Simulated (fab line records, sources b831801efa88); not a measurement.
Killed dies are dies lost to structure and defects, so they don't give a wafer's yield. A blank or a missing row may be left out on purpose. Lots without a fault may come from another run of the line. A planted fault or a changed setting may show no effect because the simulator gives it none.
fab line records | flow sky130
record lots=6 wafers=18 last_day=51
route steps=708 shown VT_ADJUST_PCH@151 SONOS_TUNNEL@154 PAD_OPEN@708
lots that met no fault: from a run of the same line without faults
start_h: hours from the record's first day to the start of the lot's first wafer shown | wait_h: hours since the lot's step before | " the same as in the row above | L1.1+2: a row that stands for several wafers | - no value, or no start given | * or withheld: withheld | < > ~ a bound
route shown NAME@n: a module of which the file shows steps, and the number in the route of the first | usual: mean/standard deviation of fault-free wafers | same: alike in all rows | chamber/n: place in a boat | sites: the reading at each site | _std_site: their standard deviation | _edge_site: outer sites' mean less inner sites' | radius_mm: how far each site lies from the wafer's centre | mask NAME#n: copy n | behind: the tool/chamber that last shaped the wafer | hold: why the lot was held/for how many hours/how that ended | device: the transistor (n, p or np) that didn't switch | end of line: the same wafers' tests at the end of the route | a step without rows: its recipe alone | killed: dies lost to structure and defects at the first sort, not the wafer's yield | map: a wafer's dies, x killed, . not, _ none there
set.NAME: the setting as run; set.NAME@STEP: as run at that earlier step | model.NAME: the simulator's own value behind a step, which no gauge read
lots at some steps of the route; a table a step, a row a wafer
services: from which hour (start_h, from the record's first day; less than 0 if before it) a tool's chamber was out of use, for how many hours, and why
## steps
# step SKY_VT_ADJUST_PCH_IMPLANT_08
# recipe species=B energy_kev=10 dose_cm2=5e+11 tilt_deg=withheld
# step SKY_VT_ADJUST_PCH_STRIP_09
# recipe chemistry=O2/N2 power_w=1400 pressure_mtorr=1500 platen_temp_c=withheld o2_flow_sccm=3000 n2_flow_sccm=300 overash_fraction=0.5
# usual drypump_motor_current_A=5.9/0.36 oes_product_au=0.722/0.0047 strip_time_to_endpoint_s=36.90/0.11
# columns lot.wafer tool chamber start_h wait_h drypump_motor_current_A oes_product_au rf_hours_counter_h strip_time_to_endpoint_s
L933.1 plasma_asher-04 0 221.44 0.1 5.9 0.726 55 37.13
L933.4 " 1 " " 5.3 0.726 - 37.06
L933.6 " 1 " " 5.3 0.722 - 37.12
L939.1 plasma_asher-04 1 272.59 0.1 5.3 0.724 60 36.90
L939.2 " 0 " " 5.9 0.724 60 36.86
L939.4 " 0 " " 5.9 0.718 - 36.87
L940.1 plasma_asher-02 1 283.36 0.1 6.3 0.725 16 36.95
L940.4 " 1 " " 6.3 0.724 - 36.95
L940.5 " 1 " " 6.3 0.723 - 36.94
L950.2 plasma_asher-02 1 352.16 0.1 6.2 0.723 23 36.78
L950.4 " 1 " " 6.2 0.731 - 36.97
L950.5 " 0 " " 6.1 0.719 - 36.89
L954.3 plasma_asher-04 0 382.17 0.1 5.9 0.728 - 36.88
L954.4 " 1 " " 5.3 0.722 - 36.85
L954.5 " 0 " " 5.9 0.725 - 36.93
L956.1 plasma_asher-04 1 403.69 0.1 5.3 0.730 73 36.93
L956.4 " 0 " " 5.9 0.713 - 36.94
L956.6 " 1 " " 5.3 0.721 - 37.02
# step SKY_VT_ADJUST_PCH_TW_MEAS_10
# usual VT_ADJUST_PCH_TW=144.7/0.6
# columns lot.wafer tool chamber start_h wait_h VT_ADJUST_PCH_TW
L933.1 film_metro-04 - 221.54 0.1 144.7
L933.4 " - " " 144.9
L933.6 " - " " 144.2
L939.1 film_metro-02 - 272.69 0.1 144.6
L939.2 " - " " 145.2
L939.4 " - " " 145.3
L940.1 film_metro-04 - 283.46 0.1 143.9
L940.4 " - " " 144.1
L940.5 " - " " 144.7
L950.2 film_metro-03 - 352.27 0.1 143.7
L950.4 " - " " 144.3
L950.5 " - " " 143.9
L954.3 film_metro-03 - 382.26 0.1 144.7
L954.4 " - " " 144.6
L954.5 " - " " 144.5
L956.1 film_metro-03 - 403.79 0.1 144.5
L956.4 " - " " 143.7
L956.6 " - " " 144.9
# step SKY_SONOS_TUNNEL_DEHYDRATE_00
# recipe temp_c=200 time_s=60
# step SKY_SONOS_TUNNEL_HMDS_01
# recipe prime_time_s=60 prime_temp_c=120
# step SKY_SONOS_TUNNEL_COAT_02
# recipe resist=NOVOLAK spin_rpm=3000 resist_thk_nm=1140
# step SKY_SONOS_TUNNEL_SOFTBAKE_03
# recipe temp_c=90 time_s=60 resist=NOVOLAK
# step SKY_SONOS_TUNNEL_EXPOSE_04
# recipe mask_id=TUNM na=0.6 source_shape=conventional sigma_outer=0.6 polarization=unpolarized target_cd_nm=410 dose_mj=136
# step SKY_SONOS_TUNNEL_PEB_05
# recipe temp_c=withheld time_s=* resist=NOVOLAK
# step SKY_SONOS_TUNNEL_DEVELOP_06
# recipe resist=NOVOLAK developer=TMAH develop_time_s=60 dev_temp_c=23
# step SKY_SONOS_TUNNEL_CD_MEAS_07
# recipe target_cd_nm=410
# usual cd_nm=410.3/2.1
# columns lot.wafer tool chamber start_h wait_h cd_nm
L933.1 cd_sem-01 - 243.83 0.1 409.2
L933.4 " - " " 410.6
L933.6 " - " " 408.9
L939.1 cd_sem-01 - 298.27 0.1 409.3
L939.2 " - " " 410.9
L939.4 " - " " 412.2
L940.1 cd_sem-01 - 308.56 0.1 409.2
L940.4 " - " " 409.8
L940.5 " - " " 408.3
L950.2 cd_sem-01 - 379.69 0.1 413.2
L950.4 " - " " 414.5
L950.5 " - " " 412.9
L954.3 cd_sem-02 - 409.25 0.1 410.0
L954.4 " - " " 413.1
L954.5 " - " " 414.2
L956.1 cd_sem-02 - 433.31 0.1 411.9
L956.4 " - " " 411.5
L956.6 " - " " 411.2
# step SKY_SONOS_TUNNEL_OVL_MEAS_08
# usual SONOS_TUNNEL_OVL=-1.8/1.3
# columns lot.wafer tool chamber start_h wait_h SONOS_TUNNEL_OVL[nm]
L933.1 overlay-02 - 243.95 0.1 -2.3
L933.4 " - " " -0.8
L933.6 " - " " -1.7
L939.1 overlay-01 - 298.39 0.1 -2.7
L939.2 " - " " -2.8
L939.4 " - " " -2.4
L940.1 overlay-01 - 308.68 0.1 -2.1
L940.4 " - " " -0.9
L940.5 " - " " -2.0
L950.2 overlay-01 - 379.80 0.1 -1.9
L950.4 " - " " -2.2
L950.5 " - " " -3.2
L954.3 overlay-01 - 409.34 0.1 -2.9
L954.4 " - " " -0.1
L954.5 " - " " -0.4
L956.1 overlay-02 - 433.43 0.1 -2.4
L956.4 " - " " -1.8
L956.6 " - " " -3.4
# step SKY_SONOS_TUNNEL_IMPLANT_09
# recipe species=B energy_kev=20 dose_cm2=1e+12 tilt_deg=withheld
# usual end_station_pressure_torr=4.99e-06/2.7e-07 faraday_current_uA=5.63/0.12
# columns lot.wafer tool chamber start_h wait_h end_station_pressure_torr faraday_current_uA
L933.1 implanter-04 0 243.98 0.0 5.18e-06 5.70
L933.4 " 0 " " 5.28e-06 5.64
L933.6 " 0 " " 5.32e-06 5.59
L939.1 implanter-02 0 298.43 0.0 4.83e-06 5.52
L939.2 " 0 " " 4.96e-06 5.57
L939.4 " 0 " " 4.8e-06 5.58
L939.1 implanter-02 0 298.75 0.3 5.09e-06 5.77
L939.2 " 0 " " 4.52e-06 5.49
L939.4 " 0 " " 4.06e-06 5.54
L940.1 implanter-04 0 308.71 0.0 4.5e-06 5.68
L940.4 " 0 " " 4.39e-06 5.69
L940.5 " 0 " " 5e-06 5.59
L950.2 implanter-02 0 379.86 0.0 5.15e-06 5.60
L950.4 " 0 " " 4.76e-06 5.61
L950.5 " 0 " " 4.75e-06 5.65
L950.2 implanter-02 0 380.17 0.3 4.93e-06 5.68
L950.4 " 0 " " 5.04e-06 5.66
L950.5 " 0 " " 4.99e-06 5.57
L954.3 implanter-02 0 409.41 0.1 5.36e-06 5.76
L954.4 " 0 " " 4.85e-06 5.79
L954.5 " 0 " " 5.18e-06 5.76
L956.1 implanter-04 0 433.46 0.0 4.9e-06 5.56
L956.4 " 0 " " 4.69e-06 5.65
L956.6 " 0 " " 4.74e-06 5.83
# step SKY_SONOS_TUNNEL_WET_ETCH_10
# recipe chemistry=dHF target_depth_nm=14 target=SiO2 dilution=100:1 temp_c=25 time_s=280
# step SKY_SONOS_TUNNEL_STRIP_11
# recipe chemistry=SPM time_s=600 temp_c=130
# step SKY_SONOS_TUNNEL_TW_MEAS_12
# usual SONOS_TUNNEL_TW=199.4/0.99
# columns lot.wafer tool chamber start_h wait_h SONOS_TUNNEL_TW
L933.1 film_metro-04 - 244.57 0.0 200.4
L933.4 " - " " 200.7
L933.6 " - " " 199.9
L939.1 film_metro-03 - 299.33 0.0 244.7
L939.2 " - " " 243.1
L939.4 " - " " 244.3
L939.1 film_metro-03 - 299.56 0.2 243.1
L939.2 " - " " 244.7
L939.4 " - " " 243.0
L940.1 film_metro-04 - 309.14 0.0 200.5
L940.4 " - " " 199.5
L940.5 " - " " 201.9
L950.2 film_metro-03 - 380.76 0.0 244.2
L950.4 " - " " 244.6
L950.5 " - " " 244.2
L950.2 film_metro-03 - 381.04 0.3 243.4
L950.4 " - " " 244.1
L950.5 " - " " 242.3
L954.3 film_metro-01 - 409.81 0.0 199.2
L954.4 " - " " 199.5
L954.5 " - " " 199.6
L956.1 film_metro-04 - 433.93 0.0 199.6
L956.4 " - " " 200.3
L956.6 " - " " 200.4
# step SKY_SONOS_TUNNEL_CLEAN_13
# recipe chemistry=dHF time_s=20 dilution=100:1 dry=ipa_marangoni
# step SKY_PAD_OPEN_PROBE_99
# usual killed_at_M0_to_M3=43/6.4 killed_at_M4_up=3.2/1.8 killed_at_contacts=25/5.8 killed_at_front_end=16/4.1 killed_at_other=0.2/0.47 killed_dies=88/9.9 killed_open=47/7.3 killed_short=40/7.1
# same gross_dies=492 killed_at_back_side=0
# columns lot.wafer tool chamber start_h wait_h killed_at_M0_to_M3 killed_at_M4_up killed_at_contacts killed_at_front_end killed_at_other killed_dies killed_open killed_short model.etest.tip_sonos.rs_ohm_sq model.etest.sonos_uncharged.r_on_ohm_um model.etest.sonos_programmed.vt_v model.etest.sonos_baked.vt_v model.etest.sonos_uncharged.vt_v model.etest.sonos_erased.vt_v
L933.1 prober-01 - 1067.76 0.1 39 3 28 9 0 79 44 35 2570 810.4 1.466 1.026 -0.4311 -2.242
L933.4 prober-01 - 1067.91 0.2 39 2 20 13 0 74 38 36 2596 823 1.432 0.9944 -0.4213 -2.235
L933.6 prober-01 - 1068.01 0.2 44 2 25 15 1 87 43 44 2548 790.4 1.491 0.9786 -0.4777 -2.26
L940.1 prober-02 - 1126.96 0.1 36 3 24 27 0 90 50 40 2697 789.9 1.673 1.065 -0.4803 -2.38
L940.4 prober-02 - 1127.11 0.2 40 2 30 16 0 88 43 45 2666 799 1.647 1.088 -0.4446 -2.421
L940.5 prober-02 - 1127.16 0.2 40 1 15 14 0 70 42 28 2672 801.5 1.631 1.068 -0.4506 -2.368
L939.1 prober-01 - 1127.18 0.1 38 4 28 15 0 85 50 35 2781 875.1 1.635 1.116 -0.254 -1.992
L939.2 prober-01 - 1127.23 0.1 57 2 25 12 0 96 47 49 2717 892.2 1.575 1.131 -0.1775 -1.949
L939.4 prober-01 - 1127.33 0.2 44 2 34 9 0 89 47 42 2770 906.8 1.495 1.074 -0.1972 -1.912
L954.3 prober-02 - 1188.16 0.2 44 4 33 16 0 97 61 36 2599 808.4 1.504 0.9866 -0.4581 -2.315
L954.4 prober-02 - 1188.21 0.2 44 1 18 14 0 77 49 28 2529 815.4 1.413 0.9682 -0.4052 -2.242
L954.5 prober-02 - 1188.26 0.2 45 2 22 14 2 85 54 31 2570 823.7 1.44 0.9512 -0.4486 -2.238
L956.1 prober-02 - 1214.47 0.1 54 8 25 14 0 101 55 46 2520 810.9 1.512 0.9921 -0.4484 -2.326
L956.4 prober-02 - 1214.62 0.2 47 6 32 12 0 97 48 49 2473 809.7 1.55 0.9915 -0.3983 -2.377
L956.6 prober-02 - 1214.72 0.2 43 4 25 19 0 91 39 52 2556 793.1 1.524 0.9835 -0.4626 -2.333
# killed by level:class
L933.1 CONTACT:geometric_particle:open=13 VIA1:geometric_particle:open=7 LI_CONTACT:geometric_particle:open=6 METAL1:geometric_particle:short=6 VIA2:geometric_particle:open=6 FIELD_ISO:geometric_particle:short=4 CONTACT:geometric_particle:short=4 VIA1:geometric_particle:short=4
L933.4 LI_CONTACT:geometric_particle:open=7 VIA1:geometric_particle:open=7 METAL2:geometric_particle:short=6 CONTACT:geometric_particle:open=5 METAL1:geometric_particle:short=5 VIA2:geometric_particle:open=5 VIA1:geometric_particle:short=4 CONTACT:geometric_particle:short=4
L933.6 VIA1:geometric_particle:open=9 CONTACT:geometric_particle:open=8 LOCAL_INTERCONNECT:geometric_particle:short=7 VIA2:geometric_particle:open=7 CONTACT:geometric_particle:short=5 VIA3:geometric_particle:open=5 FIELD_ISO:geometric_particle:short=4 POLY_GATE:geometric_particle:short=4
L940.1 FIELD_ISO:geometric_particle:open=10 CONTACT:geometric_particle:open=10 CONTACT:geometric_particle:short=7 VIA1:geometric_particle:open=7 POLY_GATE:geometric_particle:open=6 METAL1:geometric_particle:short=6 VIA2:geometric_particle:open=6 FIELD_ISO:geometric_particle:short=4
L940.4 LI_CONTACT:geometric_particle:open=11 CONTACT:geometric_particle:open=9 METAL1:geometric_particle:short=8 VIA1:geometric_particle:open=6 VIA1:geometric_particle:short=6 FIELD_ISO:geometric_particle:open=5 METAL2:geometric_particle:short=5 LOCAL_INTERCONNECT:geometric_particle:short=4
L940.5 VIA1:geometric_particle:open=13 CONTACT:geometric_particle:open=6 LI_CONTACT:geometric_particle:open=5 METAL2:geometric_particle:open=5 FIELD_ISO:geometric_particle:short=4 POLY_GATE:geometric_particle:open=4 METAL1:geometric_particle:short=4 VIA1:geometric_particle:short=3
L939.1 VIA1:geometric_particle:open=10 LI_CONTACT:geometric_particle:open=8 CONTACT:geometric_particle:open=8 CONTACT:geometric_particle:short=6 POLY_GATE:geometric_particle:open=5 METAL1:geometric_particle:short=4 METAL2:geometric_particle:short=4 VIA2:geometric_particle:open=4
L939.2 VIA1:geometric_particle:open=9 VIA1:geometric_particle:short=9 LI_CONTACT:geometric_particle:open=8 CONTACT:geometric_particle:open=6 VIA2:geometric_particle:open=6 VIA3:geometric_particle:open=6 VIA3:geometric_particle:short=5 LOCAL_INTERCONNECT:geometric_particle:short=5
L939.4 CONTACT:geometric_particle:open=12 VIA1:geometric_particle:open=11 LOCAL_INTERCONNECT:geometric_particle:short=9 METAL2:geometric_particle:short=8 LI_CONTACT:geometric_particle:open=7 VIA2:geometric_particle:open=6 CONTACT:geometric_particle:short=4 VIA1:geometric_particle:short=4
L954.3 CONTACT:geometric_particle:open=17 VIA1:geometric_particle:open=16 VIA3:geometric_particle:open=7 METAL1:geometric_particle:short=6 FIELD_ISO:geometric_particle:short=4 CONTACT:geometric_particle:short=4 LOCAL_INTERCONNECT:geometric_particle:open=4 VIA2:geometric_particle:short=4
L954.4 VIA1:geometric_particle:open=13 CONTACT:geometric_particle:open=12 VIA3:geometric_particle:open=8 METAL2:geometric_particle:short=6 METAL1:geometric_particle:short=5 POLY_GATE:geometric_particle:open=4 VIA2:geometric_particle:open=4 VIA1:geometric_particle:short=4
L954.5 VIA1:geometric_particle:open=12 LI_CONTACT:geometric_particle:open=8 VIA2:geometric_particle:open=8 CONTACT:geometric_particle:open=7 VIA3:geometric_particle:open=5 FIELD_ISO:geometric_particle:open=4 FIELD_ISO:geometric_particle:short=4 VIA1:geometric_particle:short=4
L956.1 VIA1:geometric_particle:open=14 CONTACT:geometric_particle:open=9 CONTACT:geometric_particle:short=6 METAL1:geometric_particle:short=6 VIA2:geometric_particle:open=6 VIA3:geometric_particle:open=5 VIA1:geometric_particle:short=5 VIA3:geometric_particle:short=5
L956.4 VIA1:geometric_particle:open=10 LI_CONTACT:geometric_particle:open=9 VIA2:geometric_particle:open=7 CONTACT:geometric_particle:open=7 CONTACT:geometric_particle:short=7 VIA1:geometric_particle:short=7 VIA3:geometric_particle:open=7 LI_CONTACT:geometric_particle:short=6
L956.6 VIA1:geometric_particle:open=11 VIA1:geometric_particle:short=9 LI_CONTACT:geometric_particle:open=9 METAL1:geometric_particle:short=8 FIELD_ISO:geometric_particle:short=7 POLY_GATE:geometric_particle:short=6 LOCAL_INTERCONNECT:geometric_particle:short=5 CONTACT:geometric_particle:open=5
## services
# columns tool chamber start_h hours kind
plasma_asher-04 - 211.52 7.7 repair
plasma_asher-02 - 220.60 1.0 repair
implanter-02 - 229.70 25.3 pm
plasma_asher-02 - 249.08 4.1 repair
implanter-04 - 264.53 5.4 pm
plasma_asher-02 - 280.34 1.6 repair
## key
first_sign step=SKY_SONOS_TUNNEL_IMPLANT_09 reading=visit direction=added
effect step=SKY_SONOS_TUNNEL_TW_MEAS_12 reading=visit direction=added
effect step=SKY_SONOS_TUNNEL_TW_MEAS_12 reading=SONOS_TUNNEL_TW direction=up sigmas=45 usual=199.4 struck=244.2
model_effect step=SKY_PAD_OPEN_PROBE_99 value=etest.tip_sonos.rs_ohm_sq without=2615 struck=2756
met_at SKY_SONOS_TUNNEL_IMPLANT_09
struck_wafers L939.1,L939.2,L939.4,L950.2,L950.4,L950.5
scrapped_behind SKY_SONOS_TUNNEL_TW_MEAS_12 L950.2,L950.4,L950.5
tester_left_out L939
fault kind=repeated_step_whole tool=implanter-02,implanter-03,implanter-04 chamber=- onset_h=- steps=SKY_SONOS_TUNNEL_IMPLANT_09 times=1 scope=struck_lots_only
# tester_left_out: of these lots the tester's yield and bins aren't shown, on N5 and GAA mostly nor the transistor test; their killed dies are dies lost to structure and defects alone, not to doping, threshold or leakage, so they don't give the yield
